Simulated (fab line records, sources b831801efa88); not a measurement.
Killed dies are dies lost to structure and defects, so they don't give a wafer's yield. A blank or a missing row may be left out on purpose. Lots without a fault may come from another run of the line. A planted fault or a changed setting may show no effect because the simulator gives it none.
Problem report in the 8D (eight disciplines) form, filled by code | flow gf180mcu | the parts of the form that need people (team, actions taken, sign-off) are left out

1. THE PROBLEM
NSD_RS at GF_PSD_RS_MEAS_14 reads a mean of 46.74 ohm/sq on 2 wafers of 2 lots; wafers without a fault read 46.12 ohm/sq with a standard deviation of 0.086. That is +7.3 standard deviations from the usual mean.
The step: measures by four-point-probe.
First seen on wafer L312.1, day 14 22:58, on film_metro-03. The record holds 38 wafers of 13 lots with a number at this step. Rule for "out", or "out of limits": more than 4 standard deviations from the usual mean. The other wafers with a number count as sound.

2. WHAT IT IS AND WHAT IT IS NOT
question                    | is                           | is not
which readings at this step | NSD_RS                       | -
which lots                  | L312, L316                   | L310, L313, L322, L323, L324, L325, L326, L328, L329, L331, L332
which wafers of those lots  | L312.1, L316.1               | L312.3, L312.6, L316.5
read on which gauges        | film_metro-03, film_metro-04 | film_metro-01
when                        | from day 14 22:58            | up to then (5 sound wafers); but 31 sound wafers of L313, L316, L322, L323, L324, L325, L326, L328, L329, L331, L332 came after

3. SUSPECTS, AND WHAT RULES EACH OUT
Counting: a tool at a process step up to the reading stays a suspect if it ran every lot that is out. Sound lots after the first of them don't rule it out here, since some wafers of a struck lot are sound.
- the gauge at GF_PSD_RS_MEAS_14: ruled out. The wafers that are out were read on 2 gauges (film_metro-03, film_metro-04).
- implanter-01 at GF_NSD_IMPLANT_09: kept. It ran every lot that is out, first L312 (day 14 00:57); its last sound lot up to then is L310 (day 13 06:34).
Left after counting: implanter-01 at GF_NSD_IMPLANT_09.

4. THE CAUSE (what the simulator had put in)
Process parameter drift: implanter-01, from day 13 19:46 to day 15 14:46, at GF_NSD_IMPLANT_09. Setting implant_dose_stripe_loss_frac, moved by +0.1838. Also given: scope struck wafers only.
Counting left only this tool.

5. THE CHAIN OF EFFECTS, in route order
Each row: a reading whose mean over the struck wafers that have a number lies more than 3 standard deviations from the usual. Only readings for which the record gives a usual standard deviation are gone through. hours: the time from each lot's start at the first step in this table that gives one to its start at this step, as a median over the lots. sigmas: the change in usual standard deviations.
hours | step              | reading                  | usual        | on struck wafers | change | sigmas
0     | GF_NSD_STRIP_11   | strip_time_to_endpoint_s | 22.97 s      | 22.55            | -0.42  | -8.9
22    | GF_PSD_RS_MEAS_14 | NSD_RS                   | 46.12 ohm/sq | 46.74            | +0.62  | +7.3
The process steps in it:
- GF_NSD_STRIP_11: strips in O2/N2.

6. WHAT WOULD HAVE CAUGHT IT SOONER
In this record the first reading out of limits at a measuring or inspecting step was taken at day 14 22:58, 27 hours after the fault began at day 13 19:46.
Of the lots that are out (2), L316 began GF_NSD_IMPLANT_09 on implanter-01 after day 14 22:58. A hold on the tool at that time would have spared it.
